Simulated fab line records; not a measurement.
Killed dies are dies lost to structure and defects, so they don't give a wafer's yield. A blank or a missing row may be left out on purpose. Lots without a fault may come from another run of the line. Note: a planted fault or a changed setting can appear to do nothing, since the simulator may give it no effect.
8D (eight disciplines) problem report, filled in by code | flow sky130 | the parts of the form that need people (team, actions taken, sign-off) are left out

## 1. WHAT WENT WRONG
Mean of strip time to endpoint s at SKY_VT_ADJUST_LVTN_STRIP_09: 30.57 s across 3 wafers in 2 lots; on wafers with no fault it is 36.94 s (standard deviation 0.1). Relative to the usual mean, that is a shift of -64 standard deviations.
The step: strips in O2/N2.
Seen first at day 8 23:33 on plasma asher-04, wafer L763.4. The record has a number at this step for 36 wafers belonging to 12 lots. The rule behind "out" and "out of limits": a value lying over 4 standard deviations away from the usual mean. The other wafers with a number count as sound.

## 2. WHAT THIS IS AND IS NOT
question                    | is                               | is not
which readings at this step | strip time to endpoint s         | drypump motor current A, oes product au
which lots                  | L763, L765                       | L755, L757, L758, L759, L771, L772, L773, L775, L777, L778
which wafers of those lots  | L763.4, L765.4, L765.6           | L763.1, L763.5, L765.1
read on which tools         | plasma asher-01, plasma asher-04 | plasma asher-03
when                        | from day 8 23:33                 | up to then (14 sound wafers); but 19 sound wafers of L765, L771, L772, L773, L775, L777, L778 came after

## 3. THE SUSPECTS, EACH WITH WHAT RULES IT OUT
Counting: if a tool at a process step up to the reading ran every lot that is out, it stays a suspect. Sound lots after the first of them don't rule it out here, since some wafers of a struck lot are sound.
- litho track-04 at SKY_VT_ADJUST_LVTN_COAT_02 (resist thk 3000 nm): kept. Ran every lot that is out, first one L763 (day 8 13:34); last sound lot up to then L759 (day 7 14:13).
Left after counting: litho track-04 at SKY_VT_ADJUST_LVTN_COAT_02.

## 4. THE CAUSE (what the simulator had put in)
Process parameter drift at SKY_VT_ADJUST_LVTN_COAT_02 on litho track-04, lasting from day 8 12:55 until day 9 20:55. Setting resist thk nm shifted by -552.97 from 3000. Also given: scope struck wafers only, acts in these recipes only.
The count eliminated every tool but this one.

## 5. THE EFFECT CHAIN, in route order
One row per reading whose mean, taken over the struck wafers that have a number, lies over 3 standard deviations from the usual. Only readings whose record carries a usual standard deviation are examined. hours: median over the lots of the time between each lot's start at the first step of this table that gives one and its start at this step. sigmas: the change, counted in usual standard deviations.
hours | step                        | reading                  | usual   | on struck wafers | change | sigmas
0     | SKY_VT_ADJUST_LVTN_STRIP_09 | strip time to endpoint s | 36.94 s | 30.57            | -6.37  | -64
Here are the process steps it includes:
- SKY_VT_ADJUST_LVTN_STRIP_09: strips in O2/N2.
Later measuring or inspecting steps at which every struck wafer that the step has a row for has a number for every such reading, and none has moved that far: SKY_VT_ADJUST_HVTR_CD_MEAS_07.

## 6. HOW IT WOULD HAVE BEEN CAUGHT EARLIER
The fault began at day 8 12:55; the first out-of-limits reading in this record came at day 8 23:33, 11 hours later.
An alarm limit of 4 standard deviations would not have fired on the tool readings at SKY_VT_ADJUST_LVTN_COAT_02 for which the record gives a usual standard deviation, since none of them was out on any struck wafer.
Among the 2 lots that are out, L765 began SKY_VT_ADJUST_LVTN_COAT_02 on litho track-04 after day 8 23:33. A tool hold placed at that time would have kept it from harm.
